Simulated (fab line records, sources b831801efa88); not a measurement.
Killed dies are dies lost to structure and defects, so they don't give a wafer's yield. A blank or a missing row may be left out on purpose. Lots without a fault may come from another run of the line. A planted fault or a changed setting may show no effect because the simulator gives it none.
fab line records | flow sky130
record lots=14 wafers=42 last_day=50
route steps=708 shown LI_CONTACT@365
lots that met no fault: from a run of the same line without faults
start_h: hours from the record's first day to the start of the lot's first wafer shown | wait_h: hours since the lot's step before | " the same as in the row above | L1.1+2: a row that stands for several wafers | - no value, or no start given | * or withheld: withheld | < > ~ a bound
route shown NAME@n: a module of which the file shows steps, and the number in the route of the first | usual: mean/standard deviation of fault-free wafers | same: alike in all rows | chamber/n: place in a boat | sites: the reading at each site | _std_site: their standard deviation | _edge_site: outer sites' mean less inner sites' | radius_mm: how far each site lies from the wafer's centre | mask NAME#n: copy n | behind: the tool/chamber that last shaped the wafer | hold: why the lot was held/for how many hours/how that ended | device: the transistor (n, p or np) that didn't switch | end of line: the same wafers' tests at the end of the route | a step without rows: its recipe alone | killed: dies lost to structure and defects at the first sort, not the wafer's yield | map: a wafer's dies, x killed, . not, _ none there
set.NAME: the setting as run; set.NAME@STEP: as run at that earlier step | model.NAME: the simulator's own value behind a step, which no gauge read
steps of the route over a sample of lots; a table a step, a row a wafer
services: from which hour (start_h, from the record's first day; less than 0 if before it) a tool's chamber was out of use, for how many hours, and why
## steps
# step SKY_LI_CONTACT_BOW_MEAS_03
# recipe mode=bow
# usual LI_CONTACT_BOW=56/7.1
# columns lot.wafer tool chamber start_h wait_h LI_CONTACT_BOW[um]
L588.2 film_metro-04 - 631.01 0.1 55
L588.3 " - " " 60
L588.4 " - " " 62
L589.2 film_metro-04 - 646.86 0.3 50
L589.3 " - " " 58
L589.6 " - " " 58
L591.1 film_metro-02 - 670.84 0.2 44
L591.2 " - " " 58
L591.4 " - " " 52
L592.2 film_metro-03 - 678.96 0.2 53
L592.3 " - " " 52
L592.5 " - " " 45
L593.1 film_metro-04 - 682.39 0.2 45
L593.5 " - " " 61
L593.6 " - " " 55
L594.1 film_metro-03 - 689.57 0.2 48
L594.3 " - " " 56
L594.5 " - " " 54
L595.1 film_metro-04 - 699.89 0.2 59
L595.2 " - " " 43
L595.3 " - " " 54
L596.1 film_metro-04 - 709.04 0.2 66
L596.4 " - " " 62
L596.6 " - " " 58
L603.2 film_metro-02 - 772.67 0.3 50
L603.5 " - " " 49
L603.6 " - " " 59
L605.1 film_metro-04 - 781.89 0.1 49
L605.2 " - " " 65
L605.5 " - " " 67
L606.1 film_metro-03 - 785.49 0.2 54
L606.2 " - " " 55
L606.6 " - " " 63
L607.2 film_metro-04 - 797.62 0.2 67
L607.5 " - " " 65
L607.6 " - " " 65
L609.3 film_metro-03 - 813.94 0.3 50
L609.5 " - " " 49
L609.6 " - " " 69
L611.2 film_metro-04 - 828.07 0.2 73
L611.3 " - " " 58
L611.4 " - " " 49
# step SKY_LI_CONTACT_PEB_10
# recipe peb_temp_c=withheld peb_time_s=withheld resist=KrF-thick
# usual chill_plate_temp_C=* exhaust_pa=45.0/0.9
# columns lot.wafer tool chamber start_h wait_h chill_plate_temp_C exhaust_pa
L588.2 litho_track-04 0 659 - * 43.9
L588.3 " 0 " " * 43.6
L588.4 " 0 " " * 43.9
L589.2 litho_track-01 0 674 - * 44.9
L589.3 " 0 " " * 44.1
L589.6 " 0 " " * 44.9
L591.1 litho_track-04 0 698 - * 45.3
L591.2 " 0 699 - * 45.0
L591.4 " 0 " " * 44.8
L592.2 litho_track-02 0 706 - * 45.6
L592.3 " 0 " " * 46.6
L592.5 " 0 " " * 44.3
L593.1 litho_track-02 - 710 - - -
L593.5 " - " " - -
L593.6 " - " " - -
L594.1 litho_track-02 - 717 - - -
L594.3 " - " " - -
L594.5 " - " " - -
L595.1 litho_track-01 0 727 - * 45.2
L595.2 " 0 " " * 45.0
L595.3 " 0 " " * 45.8
L596.1 litho_track-02 0 736 - * 43.8
L596.4 " 0 " " * 45.4
L596.6 " 0 " " * 45.2
L603.2 litho_track-01 0 799 - * 45.0
L603.5 " 0 " " * 45.8
L603.6 " 0 " " * 45.5
L605.1 litho_track-02 0 808 - * 44.7
L605.2 " 0 " " * 45.0
L605.5 " 0 809 - * 44.4
L606.1 litho_track-02 0 813 - * 44.3
L606.2 " 0 " " * 45.2
L606.6 " 0 " " * 45.7
L607.2 litho_track-04 0 824 - * 46.6
L607.5 " 0 " " * 44.5
L607.6 " 0 " " * 45.3
L609.3 litho_track-04 0 839 - * 43.9
L609.5 " 0 " " * 44.5
L609.6 " 0 " " * 44.2
L611.2 litho_track-04 0 853 - * 46.1
L611.3 " 0 " " * 46.1
L611.4 " 0 " " * 46.8
# step SKY_LI_CONTACT_ETCH_14
# recipe chemistry=N2/H2 target=BARC ion_energy_ev=200 source_w=500 bias_w=100 pressure_mtorr=30 n2_flow_sccm=100 h2_flow_sccm=200 stop_on=SiO2 time_s=45.9 target_depth_a=600
# usual bias_w=100.0/0.32 drypump_motor_current_A=5.7/0.34 h2_flow_sccm=199.9/0.58 oes_product_au=0.855/0.0046 throttle_valve_pct=13.226/0.0091
# columns lot.wafer tool chamber start_h wait_h bias_w drypump_motor_current_A h2_flow_sccm oes_product_au rf_hours_counter_h throttle_valve_pct
L588.2 rie_diel-02 2 659.48 0.0 99.5 5.2 199.7 0.845 11 13.224
L588.3 " 1 " " 100.1 5.1 201.2 0.856 4 13.233
L588.4 " 0 " " 100.0 5.5 198.7 0.855 - 13.228
L589.2 rie_diel-03 2 674.62 0.0 100.0 5.6 199.3 0.863 1 13.219
L589.3 " 1 " " 99.9 6.0 200.8 0.848 10 13.240
L589.6 " 1 " " 100.2 6.1 200.7 0.855 - 13.229
L591.1 rie_diel-03 3 699.48 0.0 99.4 5.9 200.5 0.850 7 13.228
L591.2 " 2 " " 100.4 5.6 201.0 0.849 2 13.220
L591.4 " 0 " " 99.8 6.0 199.7 0.856 1 13.236
L592.2 rie_diel-03 0 707.21 0.0 99.9 6.0 199.2 0.860 2 13.239
L592.3 " 1 " " 100.2 6.0 199.9 0.852 10 13.222
L592.5 " 0 " " 99.6 6.0 199.9 0.857 - 13.228
L593.1 rie_diel-02 3 711.11 0.0 100.6 6.2 199.3 0.852 14 13.224
L593.5 " 0 " " 99.6 5.5 199.3 0.856 - 13.225
L593.6 " 1 " " 100.3 5.0 200.0 0.861 - 13.223
L594.1 rie_diel-03 3 717.86 0.0 100.2 5.9 198.9 0.857 8 13.233
L594.3 " 0 " " 100.4 6.0 199.5 0.856 2 13.225
L594.5 " 2 " " 100.1 5.6 199.5 0.855 - 13.224
L595.1 rie_diel-03 1 728.27 0.0 100.4 6.0 199.9 0.862 11 13.226
L595.2 " 3 " " 99.8 5.9 199.6 0.856 8 13.211
L595.3 " 0 " " 100.1 6.0 199.2 0.855 2 13.234
L596.1 rie_diel-03 0 736.91 0.0 99.7 6.0 199.8 0.855 3 13.224
L596.4 " 1 " " 99.6 6.0 200.1 0.858 11 13.230
L596.6 " 3 " " 100.4 5.9 198.9 0.853 - 13.241
L603.2 rie_diel-03 2 800.32 0.0 99.9 5.6 201.0 0.859 5 13.230
L603.5 " 0 " " 99.3 6.0 199.8 0.859 - 13.238
L603.6 " 3 " " 100.1 5.8 200.3 0.856 - 13.226
L605.1 rie_diel-02 2 809.47 0.0 100.1 5.3 200.0 0.861 15 13.242
L605.2 " 3 " " 100.0 6.2 200.7 0.853 17 13.214
L605.5 " 2 " " 100.2 5.3 200.1 0.858 - 13.219
L606.1 rie_diel-03 1 813.92 0.0 100.1 6.0 200.6 0.854 14 13.204
L606.2 " 2 " " 99.5 5.7 198.8 0.852 5 13.234
L606.6 " 0 " " 100.0 6.0 201.1 0.860 - 13.208
L607.2 rie_diel-04 0 824.98 0.0 99.8 5.5 199.8 0.849 17 13.225
L607.5 " 2 " " 99.9 6.0 199.8 0.856 - 13.229
L607.6 " 1 " " 100.0 5.0 199.0 0.854 - 13.214
L609.3 rie_diel-03 0 839.73 0.0 99.6 6.1 199.7 0.860 6 13.232
L609.5 " 3 " " 100.2 5.9 200.3 0.855 - 13.234
L609.6 " 0 " " 99.5 6.0 200.3 0.854 - 13.199
L611.2 rie_diel-03 0 854.23 0.0 100.4 6.1 200.3 0.861 6 13.235
L611.3 " 3 " " 99.8 5.9 199.8 0.858 13 13.218
L611.4 " 2 " " 99.6 5.6 199.6 0.863 7 13.250
# step SKY_LI_CONTACT_SPUTTER_19
# recipe material=Ti target_thk_nm=20 chamber_pressure_pa=5 power_w=2500 substrate_temp_c=200 time_s=106.37
# usual throttle_valve_pct=29.8/1.2
# columns lot.wafer tool chamber start_h wait_h throttle_valve_pct
L588.2 pvd_sputter-04 - 659.90 0.0 32.1
L588.3 " - " " 29.8
L588.4 " - " " 29.5
L589.2 pvd_sputter-01 - 675.04 0.0 29.4
L589.3 " - " " 29.3
L589.6 " - " " 30.4
L591.1 pvd_sputter-04 - 699.91 0.0 29.7
L591.2 " - " " 32.2
L591.4 " - " " 29.2
L592.2 pvd_sputter-04 - 707.65 0.0 32.1
L592.3 " - " " 29.6
L592.5 " - " " 29.5
L593.1 pvd_sputter-04 - 711.54 0.0 28.0
L593.5 " - " " 29.4
L593.6 " - " " 29.8
L594.1 pvd_sputter-04 - 718.29 0.0 32.2
L594.3 " - " " 29.6
L594.5 " - " " 31.9
L595.1 pvd_sputter-04 - 728.69 0.0 32.4
L595.2 " - " " 28.5
L595.3 " - " " 29.4
L596.1 pvd_sputter-04 - 737.34 0.0 28.6
L596.4 " - " " 32.4
L596.6 " - " " 28.5
L603.2 pvd_sputter-01 - 800.74 0.0 29.2
L603.5 " - " " 30.4
L603.6 " - " " 29.2
L605.1 pvd_sputter-02 - 809.91 0.0 29.6
L605.2 " - " " 31.1
L605.5 " - " " 29.3
L606.1 pvd_sputter-04 - 814.35 0.0 32.3
L606.2 " - " " 29.3
L606.6 " - " " 28.3
L607.2 pvd_sputter-01 - 825.42 0.0 28.3
L607.5 " - " " 30.6
L607.6 " - " " 29.6
L609.3 pvd_sputter-02 - 840.17 0.0 28.8
L609.5 " - " " 29.4
L609.6 " - " " 30.8
L611.2 pvd_sputter-02 - 854.68 0.0 31.0
L611.3 " - " " 30.7
L611.4 " - " " 29.6
## services
# columns tool chamber start_h hours kind
rie_diel-02 2 638.07 6.1 repair
rie_diel-02 1 642.62 2.8 repair
pvd_sputter-01 - 645.34 2.2 repair
pvd_sputter-01 - 646.99 15.9 repair
pvd_sputter-01 - 688.40 110.0 repair
rie_diel-02 2 699.33 7.5 repair
pvd_sputter-02 - 707.91 2.9 repair
rie_diel-03 2 727.63 5.0 repair
rie_diel-02 0 730.39 1.2 repair
rie_diel-04 2 736.05 5.7 repair
rie_diel-02 - 749.64 1.0 repair
rie_diel-03 0 761.57 12.7 repair
pvd_sputter-04 - 803.60 1.3 repair
rie_diel-04 - 808.48 0.1 repair
rie_diel-04 2 817.88 3.1 repair
pvd_sputter-04 - 822.14 5.7 repair
rie_diel-04 1 830.27 5.6 repair
rie_diel-04 - 853.79 0.7 repair
## key
first_sign step=SKY_LI_CONTACT_PEB_10 reading=tool_record direction=missing
effect none on later readings
met_at SKY_LI_CONTACT_PEB_10
struck_lots L593,L594
later_rows_left_out L593.1,L593.5,L593.6,L594.1,L594.3,L594.5
sort_left_out L593.1,L593.5,L593.6,L594.1,L594.3,L594.5
tester_left_out L593,L594
not_acting_at SKY_LI_CONTACT_BOW_MEAS_03,SKY_LI_CONTACT_ETCH_14,SKY_LI_CONTACT_SPUTTER_19
onset_between 706 710
fault kind=skipped_step_whole tool=litho_track-02 chamber=- onset_h=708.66 steps=SKY_LI_CONTACT_PEB_10 scope=struck_lots_only
# tester_left_out: of these lots the tester's yield and bins aren't shown, on N5 and GAA mostly nor the transistor test; their killed dies are dies lost to structure and defects alone, not to doping, threshold or leakage, so they don't give the yield
# sort_left_out: the simulated sort isn't trusted on such a fault, so these wafers' sort isn't shown, and their yield isn't known
# later_rows_left_out: the simulator's readings of these wafers behind a module that went badly wrong aren't trusted and aren't shown, but for the sort
